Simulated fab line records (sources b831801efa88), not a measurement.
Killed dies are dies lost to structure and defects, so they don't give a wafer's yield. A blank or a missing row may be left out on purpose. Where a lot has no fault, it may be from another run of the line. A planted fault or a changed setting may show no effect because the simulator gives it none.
Tool commonality check	flow sky130	Sample size 12 lots and 36 wafers

WHAT PROMPTED THE OPENING
At SKY_POLY_GATE_CD_MEAS_13 the reading cdNm is flagged on 1 of 12 lots. No-fault wafers: 149.5 nm, standard deviation 1.5.
Rule: a lot is flagged when every wafer of it that has a number lies more than 4 standard deviations from that mean, or none has a number. The rest of the lots are taken to be sound.

lot	measured	on	cdNm (nm), wafer by wafer	flag
L143	day 16 08:07	cdSem-02	148.0 148.4 149.3	
L146	day 17 09:04	cdSem-02	149.2 149.1 147.8	
L149	day 19 00:47	cdSem-02	148.1 149.9 148.5	
L150	day 19 10:42	cdSem-01	150.5 148.7 149.9	
L152	day 19 15:44	cdSem-01	148.3 147.4 148.8	
L151	day 19 16:05	cdSem-02	146.4 148.5 146.9	
L153	day 19 22:56	cdSem-02	149.5 150.4 151.8	
L155	day 20 23:57	cdSem-01	172.1 171.3 171.1	FLAGGED
L157	day 21 10:08	cdSem-02	149.2 149.8 149.8	
L161	day 23 00:08	cdSem-02	150.4 150.2 149.2	
L164	day 24 15:20	cdSem-01	146.7 148.0 148.0	
L165	day 24 16:45	cdSem-02	149.3 149.0 149.3	
The numbers of the flagged lots are 171.5 nm on average: +22.0 nm against the usual, or +15 standard deviations.

EACH LOT AND THE TOOL IT RAN ON
2 process steps preceding the reading are held in the record, out of 708 steps in the route. Each cell gives the tool, then ch followed by the chambers the sampled wafers passed through, then the start.
lot	flag	SKY_VT_ADJUST_HVTR_STRIP_10	SKY_POLY_GATE_EXPOSE_10
L143		plasmaAsher-01 ch 0,1, day 9 12:59	krfScanner-01 ch 0, day 15 17:51
L146		plasmaAsher-02 ch 0,1, day 10 05:24	krfScanner-01 ch 0, day 16 19:06
L149		plasmaAsher-04 ch 0,1, day 11 12:33	krfScanner-02 ch 0, day 18 08:54
L150		plasmaAsher-02 ch 0,1, day 11 22:38	krfScanner-02 ch 0, day 18 19:59
L152		plasmaAsher-04 ch 0,1, day 12 04:56	krfScanner-01 ch 0, day 19 00:23
L151		plasmaAsher-01 ch 0,1, day 12 01:41	krfScanner-02 ch 0, day 19 00:40
L153		plasmaAsher-04 ch 0,1, day 12 09:02	krfScanner-01 ch 0, day 19 07:46
L155	FLAGGED	plasmaAsher-02 ch 0,1, day 13 06:46	krfScanner-01 ch 0, day 20 08:37
L157		plasmaAsher-01 ch 0,1, day 13 16:32	krfScanner-02 ch 0, day 20 18:57
L161		plasmaAsher-02 ch 0,1, day 15 00:28	krfScanner-02 ch 0, day 22 09:07
L164		plasmaAsher-01 ch 0,1, day 16 02:09	krfScanner-02 ch 0, day 24 01:05
L165		plasmaAsher-01 ch 0,1, day 16 07:09	krfScanner-01 ch 0, day 24 02:17
What the steps here do:
- SKY_VT_ADJUST_HVTR_STRIP_10: strips in O2/N2.
- SKY_POLY_GATE_EXPOSE_10: exposes mask P1M, target cd 150 nm.
- SKY_POLY_GATE_CD_MEAS_13: target cd 150 nm.

FLAGGED AGAINST TOTAL, ONE TOOL AT A TIME (gauges that did the reading follow at the end)
step	tool	lots run	flagged	share of the flagged lots	sound lots run after its first flagged lot
SKY_VT_ADJUST_HVTR_STRIP_10	plasmaAsher-01	5	0	none	-
SKY_VT_ADJUST_HVTR_STRIP_10	plasmaAsher-02	4	1	all	1 (L161)
SKY_VT_ADJUST_HVTR_STRIP_10	plasmaAsher-04	3	0	none	-
SKY_POLY_GATE_EXPOSE_10	krfScanner-01	6	1	all	1 (L165)
SKY_POLY_GATE_EXPOSE_10	krfScanner-02	6	0	none	-
SKY_POLY_GATE_CD_MEAS_13	cdSem-01	4	1	all	1 (L164)
SKY_POLY_GATE_CD_MEAS_13	cdSem-02	8	0	none	-

WHAT THE TABLE PERMITS
All flagged lots were run by 3 table rows, namely plasmaAsher-02 at SKY_VT_ADJUST_HVTR_STRIP_10, krfScanner-01 at SKY_POLY_GATE_EXPOSE_10, cdSem-01 at SKY_POLY_GATE_CD_MEAS_13.
- plasmaAsher-02 at SKY_VT_ADJUST_HVTR_STRIP_10 ran 4 lots, 1 of them flagged. Lots that were sound ran on it after the first flagged one (L161); a persistent fault on the entire tool would not allow that.
- krfScanner-01 at SKY_POLY_GATE_EXPOSE_10 ran 6 lots, 1 of them flagged. Lots that were sound ran on it after the first flagged one (L165); a persistent fault on the entire tool would not allow that.
- cdSem-01 at SKY_POLY_GATE_CD_MEAS_13 ran 4 lots, 1 of them flagged. Lots that were sound ran on it after the first flagged one (L164); a persistent fault on the entire tool would not allow that.
Not one row of the table ran every flagged lot while running no sound lot after the first.

WHAT HAD BEEN PUT IN BY THE SIMULATOR
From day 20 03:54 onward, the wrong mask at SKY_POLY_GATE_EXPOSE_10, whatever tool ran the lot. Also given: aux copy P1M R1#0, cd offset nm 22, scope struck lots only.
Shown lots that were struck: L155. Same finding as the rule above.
